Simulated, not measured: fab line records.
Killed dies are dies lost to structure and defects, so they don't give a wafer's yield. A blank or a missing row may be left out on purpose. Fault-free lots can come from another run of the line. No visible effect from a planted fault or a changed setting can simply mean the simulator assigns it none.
fab line records	flow gf180mcu
record lots=14	wafers=42	last-day=34
route steps=602 shown STI@25 MVSD@75 VT_IMPLANT@122 DUAL_GATE@144
lots untouched by any fault: they come from a run of this same line in which no faults occurred
start-h: hours from the record's first day to the start of the lot's first wafer shown	wait-h: time in hours since the lot's previous step	" the same as in the row above	L1.1+2: one row covering several wafers at once	- either no value or no given start	* or withheld: withheld	< > ~ a bound
route shown NAME@n: names a module that has steps shown in the file, with the first one's number in the route	usual: mean/standard deviation taken from wafers without a fault	same: alike in all rows	chamber/n: place in a boat	sites: readings site by site	_std_site: how widely they spread, as a standard deviation	_edge_site: the outer-site mean with the inner-site mean subtracted	radius-mm: how far each site lies from the wafer's centre	mask NAME#n: copy n	behind: the most recent tool/chamber to have shaped the wafer	hold: reason for holding the lot/hours on hold/outcome of the hold	device: whichever transistor did not switch (one of n, p or np)	end of line: tests run on the same wafers once the route is complete	a step with no rows: only its recipe	killed: count of dies lost to structure and defects at first sort (not the wafer's yield)	map: a wafer's dies, x killed, . not, _ none there
set.NAME: the setting that was run; set.NAME@STEP: the one run at that earlier step	model.NAME: the simulator's own value behind a step, which no gauge read
the route's steps for a sample of lots (tables are steps, rows are wafers)
services: the hour from which a tool's chamber was out of use, counted from the record's first day as start-h (under 0 if before that day), plus the number of hours and why
## steps
# step GF_STI_THK_MEAS_24
# recipe reads=SiO2_of_STI_CVD_23
# usual STI_CVD_23_THK=651/6.4
lot.wafer	tool	chamber	start-h	wait-h	STI_CVD_23_THK[nm]
L405.2	film-metro-01	-	27.79	0.0	654
L405.3	"	-	"	"	648
L405.5	"	-	"	"	654
L406.1	film-metro-04	-	35.48	0.0	653
L406.2	"	-	"	"	654
L406.4	"	-	"	"	652
L408.2	film-metro-04	-	42.79	0.0	648
L408.4	"	-	"	"	654
L408.6	"	-	"	"	649
L409.1	film-metro-02	-	49.06	0.0	655
L409.3	"	-	"	"	651
L409.5	"	-	"	"	648
L410.1	film-metro-01	-	52.78	0.0	653
L410.4	"	-	"	"	650
L410.6	"	-	"	"	652
L411.1	film-metro-04	-	57.55	0.0	646
L411.2	"	-	"	"	646
L411.3	"	-	"	"	651
L418.3	film-metro-01	-	94.33	0.1	648
L418.5	"	-	"	"	653
L418.6	"	-	"	"	659
L419.1	film-metro-04	-	98.83	0.0	647
L419.2	"	-	"	"	648
L419.3	"	-	"	"	650
L420.2	film-metro-01	-	104.52	0.0	664
L420.3	"	-	"	"	655
L420.6	"	-	"	"	657
L422.2	film-metro-04	-	114.31	0.0	648
L422.3	"	-	"	"	648
L422.5	"	-	"	"	644
L423.2	film-metro-04	-	120.94	0.0	634
L423.5	"	-	"	"	637
L423.6	"	-	"	"	632
L424.2	film-metro-01	-	125.43	0.0	644
L424.3	"	-	"	"	643
L424.4	"	-	"	"	645
L426.1	film-metro-01	-	135.06	0.0	651
L426.2	"	-	"	"	653
L426.5	"	-	"	"	655
L427.2	film-metro-02	-	140.81	0.0	651
L427.3	"	-	"	"	653
L427.4	"	-	"	"	651
# step GF_MVSD_IMPLANT_09
# recipe species=P	energy-kev=100	dose-cm2=5e+12	tilt-deg=0
# usual beam-energy-keV=100.01/0.033	beam-on-s=10.01/0.22
lot.wafer	tool	chamber	start-h	wait-h	beam-energy-keV	beam-on-s
L405.2	implanter-02	0	80.93	0.1	100.02	9.80
L405.3	"	0	"	"	100.02	9.76
L405.5	"	0	"	"	100.03	10.45
L406.1	implanter-02	0	88.71	0.1	100.03	9.98
L406.2	"	0	"	"	100.03	9.71
L406.4	"	0	"	"	99.99	10.29
L408.2	implanter-01	0	99.78	0.1	100.00	9.86
L408.4	"	0	"	"	100.03	10.08
L408.6	"	0	"	"	99.99	9.94
L409.1	implanter-02	-	107.00	0.1	-	-
L409.3	"	-	"	"	-	-
L409.5	"	-	"	"	-	-
L410.1	implanter-03	-	109.70	0.1	-	-
L410.4	"	-	"	"	-	-
L410.6	"	-	"	"	-	-
L411.1	implanter-02	0	115.90	0.1	100.04	10.14
L411.2	"	0	"	"	100.02	10.19
L411.3	"	0	"	"	100.04	10.40
L418.3	implanter-02	0	159.10	0.1	100.00	9.66
L418.5	"	0	"	"	100.02	10.41
L418.6	"	0	"	"	100.04	9.83
L419.1	implanter-02	0	161.76	0.1	100.02	10.04
L419.2	"	0	"	"	100.05	10.35
L419.3	"	0	"	"	100.05	10.14
L420.2	implanter-01	0	170.63	0.1	100.00	10.14
L420.3	"	0	"	"	100.03	9.69
L420.6	"	0	"	"	100.01	10.30
L422.2	implanter-03	0	180.68	0.1	99.99	9.75
L422.3	"	0	"	"	99.97	9.88
L422.5	"	0	"	"	100.04	10.19
L423.2	implanter-02	0	188.58	0.1	100.01	9.79
L423.5	"	0	"	"	99.97	9.93
L423.6	"	0	"	"	99.99	9.94
L424.2	implanter-02	0	193.36	0.1	99.97	9.53
L424.3	"	0	"	"	100.02	10.06
L424.4	"	0	"	"	100.00	10.08
L426.1	implanter-03	0	204.55	0.1	100.00	9.92
L426.2	"	0	"	"	99.98	10.35
L426.5	"	0	"	"	100.04	9.83
L427.2	implanter-03	0	210.63	0.1	99.99	9.81
L427.3	"	0	"	"	100.01	10.23
L427.4	"	0	"	"	100.02	10.24
# step GF_MVSD_TW_MEAS_11
# usual MVSD_TW=1593/9
lot.wafer	tool	chamber	start-h	wait-h	MVSD_TW
L405.2	film-metro-03	-	81.17	0.1	1599
L405.3	"	-	"	"	1581
L405.5	"	-	"	"	1585
L406.1	film-metro-02	-	88.96	0.1	1574
L406.2	"	-	"	"	1586
L406.4	"	-	"	"	1586
L408.2	film-metro-02	-	100.01	0.1	1591
L408.4	"	-	"	"	1589
L408.6	"	-	"	"	1597
L409.1	film-metro-03	-	107.25	0.1	1536
L409.3	"	-	"	"	1530
L409.5	"	-	"	"	1531
L410.1	film-metro-02	-	109.95	0.1	1525
L410.4	"	-	"	"	1519
L410.6	"	-	"	"	1524
L411.1	film-metro-02	-	116.15	0.1	1592
L411.2	"	-	"	"	1597
L411.3	"	-	"	"	1593
L418.3	film-metro-02	-	159.32	0.1	1580
L418.5	"	-	"	"	1590
L418.6	"	-	"	"	1585
L419.1	film-metro-01	-	162.01	0.1	1601
L419.2	"	-	"	"	1594
L419.3	"	-	"	"	1602
L420.2	film-metro-03	-	170.86	0.1	1603
L420.3	"	-	"	"	1598
L420.6	"	-	"	"	1600
L422.2	film-metro-01	-	180.91	0.1	1579
L422.3	"	-	"	"	1588
L422.5	"	-	"	"	1582
L423.2	film-metro-03	-	188.81	0.1	1610
L423.5	"	-	"	"	1602
L423.6	"	-	"	"	1606
L424.2	film-metro-03	-	193.59	0.1	1600
L424.3	"	-	"	"	1603
L424.4	"	-	"	"	1598
L426.1	film-metro-01	-	204.80	0.1	1577
L426.2	"	-	"	"	1586
L426.5	"	-	"	"	1581
L427.2	film-metro-01	-	210.86	0.1	1582
L427.3	"	-	"	"	1587
L427.4	"	-	"	"	1583
# step GF_VT_IMPLANT_TW_MEAS_32
# usual VT_IMPLANT_3_TW=270.2/1.6
lot.wafer	tool	chamber	start-h	wait-h	VT_IMPLANT_3_TW
L405.2	film-metro-04	-	139.91	0.1	268.4
L405.3	"	-	"	"	268.2
L405.5	"	-	"	"	266.8
L406.1	film-metro-04	-	148.55	0.1	270.3
L406.2	"	-	"	"	270.9
L406.4	"	-	"	"	270.8
L408.2	film-metro-01	-	160.81	0.1	271.6
L408.4	"	-	"	"	271.7
L408.6	"	-	"	"	270.6
L409.1	film-metro-04	-	170.05	0.1	268.3
L409.3	"	-	"	"	267.8
L409.5	"	-	"	"	269.6
L410.1	film-metro-01	-	172.30	0.1	269.5
L410.4	"	-	"	"	268.1
L410.6	"	-	"	"	270.2
L411.1	film-metro-04	-	179.65	0.1	267.5
L411.2	"	-	"	"	268.0
L411.3	"	-	"	"	269.1
L418.3	film-metro-03	-	227.92	0.1	271.1
L418.5	"	-	"	"	271.7
L418.6	"	-	"	"	270.7
L419.1	film-metro-04	-	232.15	0.1	271.0
L419.2	"	-	"	"	271.4
L419.3	"	-	"	"	270.0
L420.2	film-metro-04	-	240.96	0.1	268.5
L420.3	"	-	"	"	268.6
L420.6	"	-	"	"	269.4
L422.2	film-metro-04	-	252.01	0.1	271.1
L422.3	"	-	"	"	267.1
L422.5	"	-	"	"	269.0
L423.2	film-metro-03	-	260.11	0.1	272.4
L423.5	"	-	"	"	271.2
L423.6	"	-	"	"	272.5
L424.2	film-metro-03	-	265.21	0.1	271.6
L424.3	"	-	"	"	274.1
L424.4	"	-	"	"	271.6
L426.1	film-metro-04	-	277.25	0.1	270.0
L426.2	"	-	"	"	270.0
L426.5	"	-	"	"	270.8
L427.2	film-metro-03	-	283.76	0.1	270.7
L427.3	"	-	"	"	272.1
L427.4	"	-	"	"	271.4
# step GF_VT_IMPLANT_RS_MEAS_46
# recipe thk-meas-gauge=four-point-probe
# usual MVSD_RS=456.4/1.1
lot.wafer	tool	chamber	start-h	wait-h	MVSD_RS[ohm/sq]
L405.2	film-metro-01	-	156.13	0.1	453.9
L405.3	"	-	"	"	456.8
L405.5	"	-	"	"	455.9
L406.1	film-metro-02	-	164.76	0.1	456.1
L406.2	"	-	"	"	454.9
L406.4	"	-	"	"	456.4
L408.2	film-metro-02	-	177.93	0.1	457.3
L408.4	"	-	"	"	457.0
L408.6	"	-	"	"	457.3
L409.1	film-metro-02	-	187.31	0.1	-
L409.3	"	-	"	"	-
L409.5	"	-	"	"	-
L410.1	film-metro-01	-	189.56	0.1	-
L410.4	"	-	"	"	-
L410.6	"	-	"	"	-
L411.1	film-metro-03	-	196.96	0.1	455.9
L411.2	"	-	"	"	455.5
L411.3	"	-	"	"	457.6
L418.3	film-metro-01	-	246.10	0.1	454.7
L418.5	"	-	"	"	455.6
L418.6	"	-	"	"	455.8
L419.1	film-metro-01	-	250.87	0.1	456.7
L419.2	"	-	"	"	454.9
L419.3	"	-	"	"	458.1
L420.2	film-metro-02	-	259.73	0.1	457.0
L420.3	"	-	"	"	458.5
L420.6	"	-	"	"	457.1
L422.2	film-metro-03	-	270.13	0.1	456.6
L422.3	"	-	"	"	456.3
L422.5	"	-	"	"	456.7
L423.2	film-metro-03	-	278.64	0.1	456.0
L423.5	"	-	"	"	455.4
L423.6	"	-	"	"	454.8
L424.2	film-metro-01	-	284.69	0.1	456.3
L424.3	"	-	"	"	456.1
L424.4	"	-	"	"	455.5
L426.1	film-metro-03	-	298.06	0.1	456.0
L426.2	"	-	"	"	457.0
L426.5	"	-	"	"	457.0
L427.2	film-metro-01	-	304.13	0.1	455.2
L427.3	"	-	"	"	455.7
L427.4	"	-	"	"	455.7
# step GF_DUAL_GATE_THK_MEAS_03
# recipe reads=SiO2_of_DUAL_GATE_OXIDATION_02
# usual DUAL_GATE_OXIDATION_00_THK=10.94/0.16
lot.wafer	tool	chamber	start-h	wait-h	DUAL_GATE_OXIDATION_00_THK[nm]
L405.2	film-metro-04	-	158.39	0.0	10.63
L405.3	"	-	"	"	10.71
L405.5	"	-	"	"	10.68
L406.1	film-metro-01	-	167.62	0.0	11.06
L406.2	"	-	"	"	10.89
L406.4	"	-	"	"	10.85
L408.2	film-metro-02	-	180.03	0.0	10.97
L408.4	"	-	"	"	11.29
L408.6	"	-	"	"	11.11
L411.1	film-metro-04	-	199.08	0.0	10.84
L411.2	"	-	"	"	10.80
L411.3	"	-	"	"	11.08
L418.3	film-metro-04	-	250.18	0.0	10.90
L418.5	"	-	"	"	10.89
L418.6	"	-	"	"	10.95
L419.1	film-metro-04	-	257.07	0.0	11.21
L419.2	"	-	"	"	11.06
L419.3	"	-	"	"	10.98
L420.2	film-metro-02	-	266.63	0.0	11.02
L420.3	"	-	"	"	11.12
L420.6	"	-	"	"	10.78
L422.2	film-metro-02	-	272.43	0.0	10.99
L422.3	"	-	"	"	10.72
L422.5	"	-	"	"	10.69
L423.2	film-metro-04	-	280.75	0.0	11.05
L423.5	"	-	"	"	11.14
L423.6	"	-	"	"	10.95
L424.2	film-metro-04	-	287.63	0.0	10.80
L424.3	"	-	"	"	10.72
L424.4	"	-	"	"	10.81
L426.1	film-metro-04	-	300.17	0.0	10.89
L426.2	"	-	"	"	10.85
L426.5	"	-	"	"	10.99
L427.2	film-metro-04	-	306.25	0.0	10.86
L427.3	"	-	"	"	11.01
L427.4	"	-	"	"	10.99
## services
tool	chamber	start-h	hours	kind
implanter-02	-	64.98	2.0	repair
implanter-03	-	65.00	0.8	repair
implanter-02	-	65.23	2.9	repair
implanter-01	-	188.22	8.9	pm
implanter-01	-	202.49	3.7	repair
## key
first-sign step=GF_MVSD_IMPLANT_09	reading=tool-record	direction=missing
effect step=GF_MVSD_TW_MEAS_11	reading=MVSD_TW	direction=down	sigmas=7.2	usual=1593	struck=1528
effect step=GF_VT_IMPLANT_RS_MEAS_46	reading=MVSD_RS	direction=missing
met-at GF_MVSD_IMPLANT_09
struck-lots L409,L410
later-rows-left-out L409.1,L409.3,L409.5,L410.1,L410.4,L410.6
sort-left-out L409.1,L409.3,L409.5,L410.1,L410.4,L410.6
tester-left-out L409,L410
not-acting-at GF_STI_THK_MEAS_24,GF_VT_IMPLANT_TW_MEAS_32,GF_DUAL_GATE_THK_MEAS_03
onset-between 88.71 107.00
fault kind=skipped-step-whole	tool=implanter-02,implanter-03	chamber=-	onset-h=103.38	steps=GF_MVSD_IMPLANT_09	scope=struck-lots-only
# tester-left-out: of these lots the tester's yield and bins aren't shown, on N5 and GAA mostly nor the transistor test; their killed dies are dies lost to structure and defects alone, not to doping, threshold or leakage, so they don't give the yield
# sort-left-out: the simulated sort isn't trusted on such a fault, so these wafers' sort isn't shown, and their yield isn't known
# later-rows-left-out: the simulator's readings of these wafers behind a module that went badly wrong aren't trusted and aren't shown, but for the sort
